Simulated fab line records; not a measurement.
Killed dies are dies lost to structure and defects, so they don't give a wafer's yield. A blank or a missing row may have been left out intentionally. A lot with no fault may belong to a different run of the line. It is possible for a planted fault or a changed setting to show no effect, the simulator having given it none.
Which tool did it?    flow sky130    Sampling: 14 lots, 42 wafers, 2 of 708 route steps

WHAT THE GAUGES READ, wafer by wafer
Not one reading of a measure or inspect step in the record can be checked against a usual standard deviation.

TOOL THAT RAN EACH LOT (tool first, then ch and the chambers of the sampled wafers, then the start)
lot   SKY_POLY_GATE_ETCH_16               SKY_POLY_GATE_STRIP_18
L286  rie-diel-03 ch 0,1,2, day 16 03:56  plasma-asher-01 ch 0,1, day 16 04:05
L287  rie-diel-03 ch 0,2, day 16 08:17    plasma-asher-02 ch 1, day 16 08:26
L288  rie-diel-04 ch 1,2,3, day 16 19:08  plasma-asher-01 ch 0,1, day 16 19:17
L289  rie-diel-02 ch 0,2,3, day 17 11:48  plasma-asher-02 ch 0,1, day 17 11:57
L292  rie-diel-04 ch 0,1,2, day 18 10:05  plasma-asher-01 ch 0,1, day 18 10:16
L293  rie-diel-04 ch 0,2,3, day 18 17:50  plasma-asher-04 ch 0,1, day 18 18:01
L295  rie-diel-03 ch 0,3, day 19 13:53    plasma-asher-02 ch 0,1, day 19 14:02
L296  rie-diel-04 ch 0,2,3, day 20 02:17  plasma-asher-04 ch 0,1, day 20 02:26
L297  rie-diel-04 ch 0,3, day 20 08:39    plasma-asher-04 ch 0,1, day 20 08:48
L299  rie-diel-04 ch 1,3, day 21 17:03    plasma-asher-02 ch 0, day 21 17:12
L306  rie-diel-02 ch 0,1,2, day 23 20:21  plasma-asher-02 ch 0, day 23 20:30
L307  rie-diel-02 ch 1,3, day 24 05:59    plasma-asher-04 ch 0,1, day 24 06:08
L308  rie-diel-03 ch 0,1,2, day 24 17:27  plasma-asher-02 ch 0,1, day 24 17:36
L309  rie-diel-03 ch 0,2,3, day 24 22:53  plasma-asher-04 ch 0,1, day 24 23:02
- SKY_POLY_GATE_ETCH_16: etches Si3N4 in CH3F/O2, stops on poly-Si, time 147.5 s, target depth 75 nm.
- SKY_POLY_GATE_STRIP_18: strips in O2/N2.

WHAT THE TOOLS THEMSELVES READ (means of the sampled wafers that have a number; where no wafer has one, the mark that the record gives instead)
SKY_POLY_GATE_ETCH_16.
lot   tool         O2_flow_sccm (sccm)  drypump-motor-current-A (A)  oes-product-au (a.u.)  throttle-valve-pct (%)
L286  rie-diel-03  29.96                6.3                          0.638                  10.538
L287  rie-diel-03  30.03                5.9                          0.634                  10.540
L288  rie-diel-04  30.04                5.7                          0.638                  10.543
L289  rie-diel-02  29.96                5.6                          0.642                  10.534
L292  rie-diel-04  30.02                5.6                          0.644                  10.536
L293  rie-diel-04  29.96                5.8                          0.641                  10.532
L295  rie-diel-03  30.08                5.8                          0.645                  10.530
L296  rie-diel-04  30.06                5.8                          0.639                  10.530
L297  rie-diel-04  29.98                6.2                          0.634                  10.534
L299  rie-diel-04  29.94                5.9                          0.640                  10.538
L306  rie-diel-02  29.95                5.9                          0.639                  10.526
L307  rie-diel-02  30.01                5.5                          0.634                  10.521
L308  rie-diel-03  30.09                6.2                          0.638                  10.535
L309  rie-diel-03  30.08                5.9                          0.639                  10.525

SKY_POLY_GATE_STRIP_18.
lot   tool             drypump-motor-current-A (A)  oes-product-au (a.u.)  strip-time-to-endpoint-s (s)
L286  plasma-asher-01  6.1                          0.359                  3.17
L287  plasma-asher-02  6.2                          0.363                  3.19
L288  plasma-asher-01  6.0                          0.363                  3.21
L289  plasma-asher-02  6.1                          0.358                  3.20
L292  plasma-asher-01  5.5                          0.367                  3.20
L293  plasma-asher-04  5.4                          0.365                  3.21
L295  plasma-asher-02  6.1                          0.357                  3.21
L296  plasma-asher-04  5.4                          0.362                  3.17
L297  plasma-asher-04  5.4                          0.368                  3.35
L299  plasma-asher-02  5.9                          0.366                  3.33
L306  plasma-asher-02  5.9                          0.358                  3.14
L307  plasma-asher-04  5.4                          0.366                  3.17
L308  plasma-asher-02  6.0                          0.361                  3.20
L309  plasma-asher-04  5.4                          0.364                  3.23

THE ANSWER, worked out from the rows above alone
Rule: the usual values come from the lots themselves. Put in order of their means at a reading, lots are off if they are a third of the lots or fewer, leave a main group of 4 or more, and stand apart from it by a gap of 3 or more times the standard deviation of the main group's means; of several such gaps the widest counts. A main group whose means are all the same, to the digits that the tables above print for the reading, isn't used. Also off: a lot with no number at a reading for which 4 or more lots have one. Where the step has rows for the other lots, those lots are counted as sound. Order of review: gauges by route order, followed by the tools' own readings, for which a lot's mean as printed above is used. At the first step where some lot is off, the reading lying furthest off is the one used; lots without a number count as furthest.
Off: L297, L299 (SKY_POLY_GATE_STRIP_18, strip-time-to-endpoint-s). Mean 3.19 s and standard deviation 0.024 in the main group.
A tool fits if, at that step or a process step before it, it ran every lot that is off, and no sound lot after the first of them. One fits: SKY_POLY_GATE_ETCH_16 on rie-diel-04. Its last sound lot is L296 (day 20 02:17), its first lot that is off L297 (day 20 08:39): a fault that began between those two fits.

WHAT WAS PUT IN BY THE SIMULATOR
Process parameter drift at SKY_POLY_GATE_ETCH_16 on rie-diel-04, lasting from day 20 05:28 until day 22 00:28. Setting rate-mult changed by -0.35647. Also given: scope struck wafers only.
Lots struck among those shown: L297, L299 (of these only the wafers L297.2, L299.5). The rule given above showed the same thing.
